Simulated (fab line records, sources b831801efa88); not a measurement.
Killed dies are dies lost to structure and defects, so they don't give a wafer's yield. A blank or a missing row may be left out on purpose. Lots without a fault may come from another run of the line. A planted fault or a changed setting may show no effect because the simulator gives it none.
Problem report in the 8D (eight disciplines) form, filled by code | flow sfq_line | the parts of the form that need people (team, actions taken, sign-off) are left out

1. THE PROBLEM
rf_fwd_power_W at SFQ_TRILAYER_I4_DEP_PECVD_099 reads a mean of 211.6 W on 2 wafers of 2 lots; wafers without a fault read 182.3 W with a standard deviation of 0.6. That is +49 standard deviations from the usual mean.
The step: deposits SiO2 from SiH4/N2O, time 111.11 s, target thk 500 nm.
First seen on wafer L399.1, day 56 04:26, on pecvd-02. The record holds 42 wafers of 14 lots with a number at this step. Rule for "out", or "out of limits": more than 4 standard deviations from the usual mean. The other wafers with a number count as sound.

2. WHAT IT IS AND WHAT IT IS NOT
question                    | is                | is not
which readings at this step | rf_fwd_power_W    | chamber_pressure_Torr, throttle_valve_pct
which lots                  | L399, L401        | L387, L388, L390, L392, L393, L394, L395, L397, L404, L405, L406, L408
which wafers of those lots  | L399.1, L401.6    | L399.3, L399.4, L401.1, L401.2
read on which tools         | pecvd-02          | pecvd-03, pecvd-04
when                        | from day 56 04:26 | up to then (26 sound wafers); but 14 sound wafers of L401, L404, L405, L406, L408 came after

3. SUSPECTS, AND WHAT RULES EACH OUT
Counting: a tool at a process step up to the reading stays a suspect if it ran every lot that is out. Sound lots after the first of them don't rule it out here, since some wafers of a struck lot are sound.
- pecvd-02 at SFQ_TRILAYER_I4_DEP_PECVD_099 (deposits SiO2 from SiH4/N2O, time 111.11 s, target thk 500 nm): kept. It ran every lot that is out, first L399 (day 56 04:26); its last sound lot up to then is L395 (day 54 06:44). Its own readings are out on those wafers: rf_fwd_power_W.
- Within pecvd-02 at SFQ_TRILAYER_I4_DEP_PECVD_099: the wafers that are out ran in chamber 1; their sound lot-mates ran in chambers 0, 2.
Left after counting: pecvd-02 at SFQ_TRILAYER_I4_DEP_PECVD_099.

4. THE CAUSE (what the simulator had put in)
Process parameter drift: pecvd-02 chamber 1, from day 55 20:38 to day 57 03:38, at SFQ_TRILAYER_I4_DEP_PECVD_099. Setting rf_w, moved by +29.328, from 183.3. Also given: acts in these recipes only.
Counting left only this tool.

5. THE CHAIN OF EFFECTS, in route order
Each row: a reading whose mean over the struck wafers that have a number lies more than 3 standard deviations from the usual. Only readings for which the record gives a usual standard deviation are gone through. hours: the time from each lot's start at the first step in this table that gives one to its start at this step, as a median over the lots. sigmas: the change in usual standard deviations.
hours | step                          | reading            | usual   | on struck wafers | change | sigmas
0     | SFQ_TRILAYER_I4_DEP_PECVD_099 | rf_fwd_power_W     | 182.3 W | 211.6            | +29.2  | +49
1     | SFQ_TRILAYER_I4_CMP_CMP_100   | time_to_endpoint_s | 215 s   | 234              | +19    | +3.3
The process steps in it:
- SFQ_TRILAYER_I4_DEP_PECVD_099: deposits SiO2 from SiH4/N2O, time 111.11 s, target thk 500 nm.
- SFQ_TRILAYER_I4_CMP_CMP_100: polishes SiO2.

6. WHAT WOULD HAVE CAUGHT IT SOONER
In this record the first reading out of limits was taken at day 56 04:26, 8 hours after the fault began at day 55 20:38.
